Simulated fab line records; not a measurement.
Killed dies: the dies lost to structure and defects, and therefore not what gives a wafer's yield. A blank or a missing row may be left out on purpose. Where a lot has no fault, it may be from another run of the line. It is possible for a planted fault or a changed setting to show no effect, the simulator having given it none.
Matching of chambers	flow sky130	rie_diel-04 running SKY_FIELD_ISO_ETCH_15: 4 sister chambers
The step etches the open film in CHF3/O2, stops on Si, target depth 180 nm, time 72 s. 20 wafers are shown with their chamber, then 10 later ones without.

WAFERS PAIRED WITH THEIR CHAMBERS
wafer	chamber	drypump_motor_current_A (A)	oes_product_au (a.u.)	throttle_valve_pct (%)
L074.1	3	5.5	0.945	8.843
L074.5	3	5.5	0.940	8.844
L074.6	2	5.2	0.939	8.836
L075.4	0	5.3	0.949	8.846
L075.5	2	5.2	0.937	8.845
L075.6	3	5.5	0.939	8.845
L079.3	0	5.3	0.946	8.847
L079.4	3	5.6	0.937	8.838
L079.5	2	5.2	0.938	8.833
L080.1	0	5.3	0.937	8.843
L080.3	1	5.5	0.943	8.831
L080.5	0	5.3	0.944	8.849
L086.1	0	5.3	0.950	8.856
L086.3	2	5.2	0.949	8.827
L086.4	1	5.5	0.949	8.858
L087.1	3	5.5	0.937	8.855
L087.3	2	5.2	0.946	8.858
L087.6	0	5.3	0.943	8.835
L090.2	0	5.3	0.946	8.841
L090.3	3	5.5	0.946	8.856

SIGNATURES (means of the wafers above)
reading	chamber 0	chamber 1	chamber 2	chamber 3	scatter within a chamber
drypump_motor_current_A	5.300	5.500	5.200	5.517	0.0228
oes_product_au	0.94500	0.94600	0.94180	0.94067	0.00449
throttle_valve_pct	8.84529	8.84450	8.83980	8.84683	0.00956
Rule: a wafer's distance from a chamber is the root of the sum, over the readings, of the square of ((its reading less the chamber's mean) divided by the reading's scatter). The wafer belongs to the nearest chamber; if the next one is less than 2 further off, it can't be placed. The scatter is the square root of a quotient: the sum, over the shown wafers, of each reading's squared deviation from its chamber's mean, divided by wafers minus chambers.

WAFERS WHOSE CHAMBER IS MISSING
wafer	drypump_motor_current_A (A)	oes_product_au (a.u.)	throttle_valve_pct (%)
L090.5	5.5	0.948	8.848
L092.1	5.3	0.945	8.844
L092.3	5.5	0.937	8.831
L092.5	5.5	0.954	8.847
L095.2	5.2	0.952	8.844
L095.4	5.5	0.949	8.847
L095.6	5.2	0.950	8.830
L097.1	5.2	0.948	8.847
L097.4	5.5	0.952	8.835
L097.5	5.2	0.947	8.848

THE CHAMBER EACH PASSED THROUGH
wafer	from the rows above	in truth
L090.5	can't be placed: 1 or 3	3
L092.1	0	0
L092.3	can't be placed: 3 or 1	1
L092.5	can't be placed: 1 or 3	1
L095.2	2	2
L095.4	can't be placed: 1 or 3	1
L095.6	2	2
L097.1	2	2
L097.4	can't be placed: 1 or 3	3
L097.5	2	2
Correctly placed: 5 of 10. From these rows, 5 cannot be placed; in 5 the true chamber is one of the candidates. Wrongly placed: 0.
